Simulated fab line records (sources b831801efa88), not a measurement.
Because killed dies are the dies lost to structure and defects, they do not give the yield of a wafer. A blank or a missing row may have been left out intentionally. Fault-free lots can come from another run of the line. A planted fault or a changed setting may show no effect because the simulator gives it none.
fab line records	flow gf180mcu
[record] lots = 7	wafers = 21	last_day = 34
route steps=602 shown V5@550
lots with no fault: from the same line, run without faults
start_h: the number of hours between the record's first day and the start of the first shown wafer of the lot	wait_h: hours elapsed since this lot's preceding step	" identical to the entry in the row above	L1.1+2: several wafers, shown together as one row	- value missing, or start not given	* or withheld: withheld	< > ~ a bound
route shown NAME@n: names a module that has steps shown in the file, with the first one's number in the route	usual: mean/standard deviation taken from wafers without a fault	same: alike in all rows	chamber/n: place in a boat	sites: the reading at each site	_std_site: the standard deviation of these	_edge_site: the outer-site mean with the inner-site mean subtracted	radius_mm: for every site, how far away it sits from the centre of the wafer	mask NAME#n: copy n	behind: tool/chamber where the wafer was last shaped	hold: why the lot went on hold/how many hours it stayed there/how the hold came to an end	device: transistor that didn't switch, given as n, p or np	end of line: the route-end tests of the same wafers	where a step has no rows: the recipe by itself	killed: the dies lost at the first sort to structure and to defects; this is not the yield of the wafer	map: shows each die of a wafer: x if killed, . if not, _ if none is there
set.NAME: the setting as run; set.NAME@STEP: as run at that earlier step	model.NAME: the simulator's own value behind a step, which no gauge read
lots at selected steps of the route; one table per step, one row per wafer
services: from which hour (start_h, from the record's first day; less than 0 if before it) a tool's chamber was out of use, for how many hours, and why
[[steps]]
[step GF_V5_SOFTBAKE_10]
[recipe] temp_c = 130	time_s = 60	resist = KrF
[step GF_V5_EXPOSE_11]
[recipe] mask_id = Via5	target_cd_nm = 260	na = 0.68	source_shape = conventional	sigma_outer = 0.6	dose_mj = 38
[step GF_V5_PEB_12]
[recipe] peb_temp_c = 135	peb_time_s = 90	resist = KrF
[step GF_V5_DEVELOP_13]
[recipe] develop_time_s = 60	resist = KrF	dev_temp_c = 21
[step GF_V5_CD_MEAS_14]
[recipe] target_cd_nm = 260
[usual] cd_nm = 259.8/1.5
lot.wafer	tool	chamber	start_h	wait_h	cd_nm
L858.1	cd_sem-02	-	645.47	0.1	261.4
L858.3	"	-	"	"	261.7
L858.6	"	-	"	"	261.5
L864.3	cd_sem-02	-	690.46	0.1	259.5
L864.4	"	-	"	"	259.5
L864.5	"	-	"	"	260.5
L868.2	cd_sem-01	-	719.06	0.1	259.2
L868.3	"	-	"	"	258.6
L868.5	"	-	"	"	259.1
L869.2	cd_sem-01	-	725.01	0.1	259.9
L869.3	"	-	"	"	260.4
L869.6	"	-	"	"	260.3
L871.2	cd_sem-01	-	736.94	0.1	257.2
L871.5	"	-	"	"	260.2
L871.6	"	-	"	"	259.2
L872.2	cd_sem-01	-	746.00	0.1	260.7
L872.4	"	-	"	"	260.6
L872.5	"	-	"	"	260.4
L878.2	cd_sem-01	-	773.44	0.1	261.9
L878.4	"	-	"	"	261.0
L878.5	"	-	"	"	262.3
[step GF_V5_OVL_MEAS_15]
[usual] V5_OVL = -3/5.2
lot.wafer	tool	chamber	start_h	wait_h	V5_OVL[nm]
L858.1	overlay-01	-	645.59	0.1	-3
L858.3	"	-	"	"	-13
L858.6	"	-	"	"	-5
L864.3	overlay-01	-	690.55	0.1	-13
L864.4	"	-	"	"	-12
L864.5	"	-	"	"	-13
L868.2	overlay-02	-	719.16	0.1	0
L868.3	"	-	"	"	-9
L868.5	"	-	"	"	0
L869.2	overlay-02	-	725.11	0.1	6
L869.3	"	-	"	"	-8
L869.6	"	-	"	"	5
L871.2	overlay-02	-	737.04	0.1	1
L871.5	"	-	"	"	-1
L871.6	"	-	"	"	-1
L872.2	overlay-01	-	746.11	0.1	0
L872.4	"	-	"	"	-6
L872.5	"	-	"	"	0
L878.2	overlay-01	-	773.54	0.1	0
L878.4	"	-	"	"	3
L878.5	"	-	"	"	-4
[step GF_V5_ETCH_16]
[recipe] chemistry = N2/H2	target_depth_a = withheld	overetch_a = withheld	time_s = withheld	target = BARC	ion_energy_ev = 200	source_w = 500	bias_w = 100	pressure_mtorr = 30	n2_flow_sccm = 100	h2_flow_sccm = 200
[usual] drypump_motor_current_A = 5.7/0.53	oes_product_au = 0.855/0.0045	throttle_valve_pct = 13.225/0.0094
lot.wafer	tool	chamber	start_h	wait_h	drypump_motor_current_A	oes_product_au	throttle_valve_pct
L858.1	rie_diel-03	3	645.63	0.0	5.7	0.852	13.224
L858.3	"	1	"	"	4.8	0.860	13.215
L858.6	"	2	"	"	5.4	0.855	13.229
L864.3	rie_diel-04	2	690.57	0.0	5.8	0.849	13.220
L864.4	"	3	"	"	5.3	0.858	13.217
L864.5	"	3	"	"	5.3	0.851	13.216
L868.2	rie_diel-02	0	719.19	0.0	6.3	0.853	13.231
L868.3	"	3	"	"	5.4	0.862	13.223
L868.5	"	2	"	"	6.4	0.852	13.215
L869.2	rie_diel-02	1	725.14	0.0	5.8	0.851	13.222
L869.3	"	3	"	"	5.3	0.860	13.224
L869.6	"	1	"	"	5.8	0.853	13.209
L871.2	rie_diel-03	3	737.07	0.0	5.7	0.849	13.213
L871.5	"	2	"	"	5.4	0.847	13.230
L871.6	"	0	"	"	6.7	0.847	13.220
L872.2	rie_diel-03	3	746.14	0.0	5.7	0.862	13.234
L872.4	"	2	"	"	5.4	0.848	13.221
L872.5	"	0	"	"	6.6	0.848	13.232
L878.2	rie_diel-03	2	773.57	0.0	5.4	0.854	13.233
L878.4	"	3	"	"	5.7	0.854	13.211
L878.5	"	2	"	"	5.4	0.855	13.216
[step GF_V5_ETCH_17]
[recipe] chemistry = C4F8/O2/Ar	mask_material = KrF	target = SiO2	stop_on = TiN	source_w = 1500	bias_w = 1200	pressure_mtorr = 40	c4f8_flow_sccm = withheld	O2_flow_sccm = 6	Ar_flow_sccm = 300	time_s = withheld	target_depth_a = 8550
[usual] oes_product_au = 0.860/0.0046
lot.wafer	tool	chamber	start_h	wait_h	oes_product_au
L858.1	rie_diel-03	3	-	-	0.852
L858.3	"	1	"	"	0.859
L858.6	"	2	"	"	0.863
L864.3	rie_diel-04	2	-	-	0.856
L864.4	"	3	"	"	0.849
L864.5	"	3	"	"	0.857
L868.2	rie_diel-02	0	-	-	0.854
L868.3	"	3	"	"	0.858
L868.5	"	2	"	"	0.868
L869.2	rie_diel-02	1	-	-	0.861
L869.3	"	3	"	"	0.854
L869.6	"	1	"	"	0.855
L871.2	rie_diel-03	3	-	-	0.859
L871.5	"	2	"	"	0.853
L871.6	"	0	"	"	0.862
L872.2	rie_diel-03	3	-	-	0.867
L872.4	"	2	"	"	0.868
L872.5	"	0	"	"	0.860
L878.2	rie_diel-03	2	-	-	0.862
L878.4	"	3	"	"	0.864
L878.5	"	2	"	"	0.863
[step GF_V5_STRIP_18]
[recipe] chemistry = O2/N2	power_w = 1400	pressure_mtorr = 1500	platen_temp_c = 250	o2_flow_sccm = 3000	n2_flow_sccm = 300	overash_fraction = 0.5
[usual] drypump_motor_current_A = 5.8/0.67	heater_power_w = 314/21	oes_product_au = 0.568/0.0049
lot.wafer	tool	chamber	start_h	wait_h	drypump_motor_current_A	heater_power_w	oes_product_au	rf_hours_counter_h
L858.1	plasma_asher-03	0	645.78	-	6.8	347	0.567	95
L858.3	"	1	"	"	4.9	309	0.561	-
L858.6	"	1	"	"	4.9	315	0.573	-
L864.3	plasma_asher-02	1	690.76	-	5.3	295	0.567	-
L864.4	"	0	"	"	5.1	285	0.563	-
L864.5	"	1	"	"	5.3	295	0.565	-
L868.2	plasma_asher-03	1	719.34	-	4.9	310	0.569	102
L868.3	"	1	"	"	4.9	315	0.569	-
L868.5	"	0	"	"	6.8	329	0.572	-
L869.2	plasma_asher-02	0	725.29	-	5.1	288	0.567	67
L869.3	"	0	"	"	5.1	293	0.574	-
L869.6	"	0	"	"	5.1	299	0.566	-
L871.2	plasma_asher-02	0	737.23	-	5.1	281	0.571	68
L871.5	"	0	"	"	5.1	287	0.564	-
L871.6	"	1	"	"	5.3	293	0.570	-
L872.2	plasma_asher-03	1	746.29	-	4.9	317	0.565	0
L872.4	"	0	"	"	6.8	359	0.572	-
L872.5	"	1	"	"	5.0	321	0.560	-
L878.2	plasma_asher-01	0	773.73	-	6.1	293	0.563	105
L878.4	"	1	"	"	6.2	335	0.565	-
L878.5	"	0	"	"	6.1	287	0.569	-
[step GF_V5_STRIP_19]
[recipe] chemistry = post_etch_residue_remover	time_s = 1200	temp_c = 72.5
[step GF_V5_CLEAN_20]
[recipe] chemistry = DIW	dry = n2_spin
[step GF_V5_SPUTTER_21]
[recipe] material = Ti	target_thk_nm = 15	chamber_pressure_pa = 5	power_w = 2500	substrate_temp_c = 200	time_s = 80.02
[usual] cathode_dc_power_W = 2500.0/0.51	chamber_pressure_pa = 5.000/0.0082	throttle_valve_pct = 30.5/0.76
lot.wafer	tool	chamber	start_h	wait_h	cathode_dc_power_W	chamber_pressure_pa	throttle_valve_pct
L858.1	pvd_sputter-03	-	646.73	0.0	2500.7	5.001	30.1
L858.3	"	-	"	"	2500.7	4.990	31.5
L858.6	"	-	"	"	2500.3	5.009	30.5
L864.3	pvd_sputter-01	-	691.27	0.0	2499.3	5.004	31.1
L864.4	"	-	"	"	2500.2	4.990	29.3
L864.5	"	-	"	"	2499.7	5.002	30.9
L868.2	pvd_sputter-03	-	719.88	0.0	2500.0	5.014	31.0
L868.3	"	-	"	"	2500.1	4.982	30.1
L868.5	"	-	"	"	2499.5	5.013	31.8
L869.2	pvd_sputter-01	-	725.84	0.0	2500.8	5.010	30.7
L869.3	"	-	"	"	2500.4	5.007	30.5
L869.6	"	-	"	"	2499.7	4.996	29.3
L871.2	pvd_sputter-03	-	737.77	0.0	2501.3	5.002	29.6
L871.5	"	-	"	"	2499.9	4.996	31.5
L871.6	"	-	"	"	2500.2	5.000	29.9
L872.2	pvd_sputter-02	-	746.83	0.0	2500.6	4.996	32.0
L872.4	"	-	"	"	2500.4	5.008	29.2
L872.5	"	-	"	"	2500.0	5.001	32.3
L878.2	pvd_sputter-01	-	774.61	0.0	2500.2	5.007	29.5
L878.4	"	-	"	"	2500.5	5.003	30.7
L878.5	"	-	"	"	2499.2	4.994	31.1
[step GF_V5_SPUTTER_22]
[recipe] material = TiN	target_thk_nm = 10	chamber_pressure_pa = 5	power_w = 4000	time_s = 40
[usual] cathode_dc_power_W = 4000.0/0.65	chamber_pressure_pa = 5.001/0.01	throttle_valve_pct = 30.5/0.72
lot.wafer	tool	chamber	start_h	wait_h	cathode_dc_power_W	chamber_pressure_pa	throttle_valve_pct
L858.1	pvd_sputter-03	-	646.79	0.0	4000.6	5.010	30.2
L858.3	"	-	"	"	4000.0	4.991	31.4
L858.6	"	-	"	"	4001.2	4.990	30.6
L864.3	pvd_sputter-01	-	691.33	0.0	3999.8	5.002	31.1
L864.4	"	-	"	"	4000.8	5.002	29.7
L864.5	"	-	"	"	3999.2	4.983	30.5
L868.2	pvd_sputter-03	-	719.94	0.0	-	-	-
L868.3	"	-	"	"	-	-	-
L868.5	"	-	"	"	-	-	-
L869.2	pvd_sputter-01	-	725.90	0.0	-	-	-
L869.3	"	-	"	"	-	-	-
L869.6	"	-	"	"	-	-	-
L871.2	pvd_sputter-03	-	737.83	0.0	-	-	-
L871.5	"	-	"	"	-	-	-
L871.6	"	-	"	"	-	-	-
L872.2	pvd_sputter-02	-	746.89	0.0	4001.2	4.994	32.3
L872.4	"	-	"	"	3999.9	5.007	28.9
L872.5	"	-	"	"	3999.8	4.993	32.0
L878.2	pvd_sputter-01	-	774.67	0.0	4000.4	5.006	29.2
L878.4	"	-	"	"	4000.6	4.999	30.6
L878.5	"	-	"	"	3999.8	4.998	31.1
[step GF_V5_CVD_23]
[recipe] material = W	target_thk_nm = 350	time_s = 104.9	temp_c = 400	pressure_torr = 40
[usual] heater_power_w = 899/160
lot.wafer	tool	chamber	start_h	wait_h	heater_power_w
L858.1	cvd_w-02	0	646.83	0.0	718
L858.3	"	1	"	"	795
L858.6	"	0	"	"	708
L864.3	cvd_w-02	1	691.41	0.1	784
L864.4	"	0	"	"	733
L864.5	"	0	"	"	712
L868.2	cvd_w-02	0	719.98	0.0	712
L868.3	"	1	"	"	788
L868.5	"	0	"	"	708
L869.2	cvd_w-01	1	725.94	0.0	1132
L869.3	"	1	"	"	1130
L869.6	"	0	"	"	953
L871.2	cvd_w-01	1	737.87	0.0	1123
L871.5	"	0	"	"	995
L871.6	"	1	"	"	1102
L872.2	cvd_w-02	0	746.93	0.0	713
L872.4	"	1	"	"	804
L872.5	"	0	"	"	718
L878.2	cvd_w-01	1	774.71	0.0	1125
L878.4	"	1	"	"	1121
L878.5	"	0	"	"	963
[[services]]
tool	chamber	start_h	hours	kind
rie_diel-04	0	627.21	4.1	repair
cvd_w-02	-	628.03	14.6	pm
plasma_asher-01	-	640.26	3.1	repair
rie_diel-03	0	641.35	3.1	repair
rie_diel-02	0	643.83	10.1	repair
plasma_asher-03	-	650.66	7.0	repair
rie_diel-02	1	653.95	7.2	repair
rie_diel-03	0	666.09	-	clean
rie_diel-03	0	666.09	15.2	scheduled_down
rie_diel-03	0	666.09	15.2	vent_cycle
rie_diel-02	0	714.78	2.6	repair
rie_diel-04	2	720.77	7.6	repair
rie_diel-03	2	730.22	3.7	repair
plasma_asher-03	-	733.75	9.0	pm
rie_diel-03	-	734.33	0.5	repair
rie_diel-03	1	736.00	-	clean
rie_diel-03	1	736.00	21.5	scheduled_down
rie_diel-03	1	736.00	21.5	vent_cycle
rie_diel-02	3	742.84	6.0	repair
pvd_sputter-01	-	745.49	12.5	repair
pvd_sputter-03	-	749.64	9.4	repair
cvd_w-02	1	751.49	5.9	repair
rie_diel-03	0	753.48	2.7	repair
rie_diel-02	-	768.26	0.3	repair
[[key]]
[first_sign] step = GF_V5_SPUTTER_22	reading = tool_record	direction = missing
effect none on later readings
met_at GF_V5_SPUTTER_22
struck_wafers L868.2,L868.3,L868.5,L869.2,L869.3,L869.6,L871.2,L871.5,L871.6
later_rows_left_out L868.2,L868.3,L868.5,L869.2,L869.3,L869.6,L871.2,L871.5,L871.6
sort_left_out L868.2,L868.3,L868.5,L869.2,L869.3,L869.6,L871.2,L871.5,L871.6
onset_between 691.33 719.94
[fault] kind = skipped_step_whole	tool = pvd_sputter-01,pvd_sputter-03	chamber = -	onset_h = 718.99	steps = GF_V5_SPUTTER_22	scope = struck_lots_only
// sort_left_out: the simulated sort isn't trusted on such a fault, so these wafers' sort isn't shown, and their yield isn't known
// later_rows_left_out: the simulator's readings of these wafers behind a module that went badly wrong aren't trusted and aren't shown, but for the sort
